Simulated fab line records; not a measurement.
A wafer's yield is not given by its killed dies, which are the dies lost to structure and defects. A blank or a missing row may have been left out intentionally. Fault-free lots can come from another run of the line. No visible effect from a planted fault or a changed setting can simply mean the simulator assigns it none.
Split-lot trial | flow sky130 | 23 wafers read across 5 lots, on a route 708 steps long

THE SPLIT
At SKY_PASSIVATION_COAT_06 (resist thk 3000 nm), the setting resist_thk_nm was moved away from the recipe's 3000 nm on 6 of the 23 wafers read, by -3.3% to +4.2%. All remaining wafers had this setting at the recipe value.

FROM THE SPLIT TO THE READING: what the file shows between them, 4 steps
- SKY_PASSIVATION_SOFTBAKE_07
- SKY_PASSIVATION_EXPOSE_08: exposes mask NSM, target cd 3000 nm
- SKY_PASSIVATION_PEB_09
- SKY_PASSIVATION_DEVELOP_10: develop time 60 s

THE READING
coat_of_PASSIVATION_COAT_06.thk_nm (the simulator's own value, which no gauge read), in nm, at SKY_PASSIVATION_ETCH_11 (etches the open film in CF4/O2, stops on AlCu, target depth 725 nm, time 161.1 s). No usual value for it is given in the file. Here, 17 wafers ran the recipe; their average is 2516 nm with a standard deviation of 14 nm.

wafer  | tool, chamber at the split | resist_thk_nm as run, nm | against the recipe | coat_of_PASSIVATION_COAT_06.thk_nm, nm | against lot-mates on the recipe
L074.1 | litho_track-04, 0          | 3000                     | recipe             | 2505                                   | -
L074.2 | litho_track-04, 0          | 3000                     | recipe             | 2509                                   | -
L074.3 | litho_track-04, 0          | 3000                     | recipe             | 2519                                   | -
L074.6 | litho_track-04, 0          | 3000                     | recipe             | 2519                                   | -
L074.4 | litho_track-04, 0          | 3000                     | recipe             | 2511                                   | -
L077.1 | litho_track-01, 0          | 3127                     | +4.2%              | 2624                                   | +134
L077.2 | litho_track-01, 0          | 3127                     | +4.2%              | 2605                                   | +114
L077.3 | litho_track-01, 0          | 3127                     | +4.2%              | 2627                                   | +136
L077.4 | litho_track-01, 0          | 3000                     | recipe             | 2492                                   | -
L077.5 | litho_track-01, 0          | 3000                     | recipe             | 2489                                   | -
L079.1 | litho_track-03, 0          | 3000                     | recipe             | 2525                                   | -
L079.4 | litho_track-03, 0          | 3000                     | recipe             | 2521                                   | -
L079.5 | litho_track-03, 0          | 3000                     | recipe             | 2523                                   | -
L080.1 | litho_track-03, 0          | 2902                     | -3.3%              | 2428                                   | -104
L080.2 | litho_track-03, 0          | 2902                     | -3.3%              | 2413                                   | -119
L080.4 | litho_track-03, 0          | 3000                     | recipe             | 2547                                   | -
L080.5 | litho_track-03, 0          | 3000                     | recipe             | 2517                                   | -
L080.6 | litho_track-03, 0          | 2902                     | -3.3%              | 2420                                   | -112
L085.1 | litho_track-01, 0          | 3000                     | recipe             | 2508                                   | -
L085.2 | litho_track-01, 0          | 3000                     | recipe             | 2520                                   | -
L085.3 | litho_track-01, 0          | 3000                     | recipe             | 2535                                   | -
L085.4 | litho_track-01, 0          | 3000                     | recipe             | 2516                                   | -
L085.6 | litho_track-01, 0          | 3000                     | recipe             | 2523                                   | -

FIT RESULTS
A straight line over all 23 wafers: coat_of_PASSIVATION_COAT_06.thk_nm changes by +26.2 nm for each +1% of resist_thk_nm; r = +0.97; the points scatter about the line by 14 nm.
The same after taking each lot's own level away (the mean of its wafers on the recipe; 23 wafers): +31.8 nm for each +1%; r = +0.99; scatter 8.8 nm.
That fit puts the effect of the largest move of resist_thk_nm on the reading at 1.3e+02 nm.
The span of the lots' own levels, 2490.5 to 2532.0 nm, comes to 3.1 times the standard deviation stated above.
So the lot-to-lot level changes the slope: the two fits differ.
Check: +133 nm against its lot-mates is what the line predicts for one of the wafers moved furthest among these (+4.2%) when that wafer is left out of the fit. It came out at +134 nm against them.

OTHER SPLITS APPLIED TO THESE WAFERS
Other splits were also applied to these wafers ahead of the reading. Each is held against what the fit with the lots' levels taken away leaves over:
other split on the same wafers     | wafers away from the commonest value | r with coat_of_PASSIVATION_COAT_06.thk_nm (lot level and that fit taken away)
SKY_CAP2M_SPUTTER_02 time_s        | 10                                   | +0.10
SKY_CAP2M_EXPOSE_09 dose_mj        | 4                                    | +0.45
SKY_VIA4_CMP_02 leave_above_ref_nm | 7                                    | -0.14
SKY_VIA4_ETCH_12 source_w          | 8                                    | -0.16
SKY_METAL5_SPUTTER_04 time_s       | 7                                    | -0.11

THE WHOLE CHAIN: every reading that the file lists as answering this split, in the file's order
step                     | what it does                                                                     | reading                                                                             | change (the file's fit)              | r (the file's)
SKY_PASSIVATION_COAT_06  | resist thk 3000 nm                                                               | coat_of_PASSIVATION_COAT_06.thk_nm (the simulator's own value, which no gauge read) | +30.8 nm for each +1% of the setting | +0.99
SKY_PASSIVATION_ETCH_11  | etches the open film in CF4/O2, stops on AlCu, target depth 725 nm, time 161.1 s | coat_of_PASSIVATION_COAT_06.thk_nm (the simulator's own value, which no gauge read) | +31.7 nm for each +1% of the setting | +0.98
SKY_PASSIVATION_STRIP_12 | strips in O2/N2                                                                  | strip_time_to_endpoint_s                                                            | withheld for each +1% of the setting | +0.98

FILE'S OWN FIT
coat_of_PASSIVATION_COAT_06.thk_nm changes by +31.7 nm for each +1% of resist_thk_nm, r = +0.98.
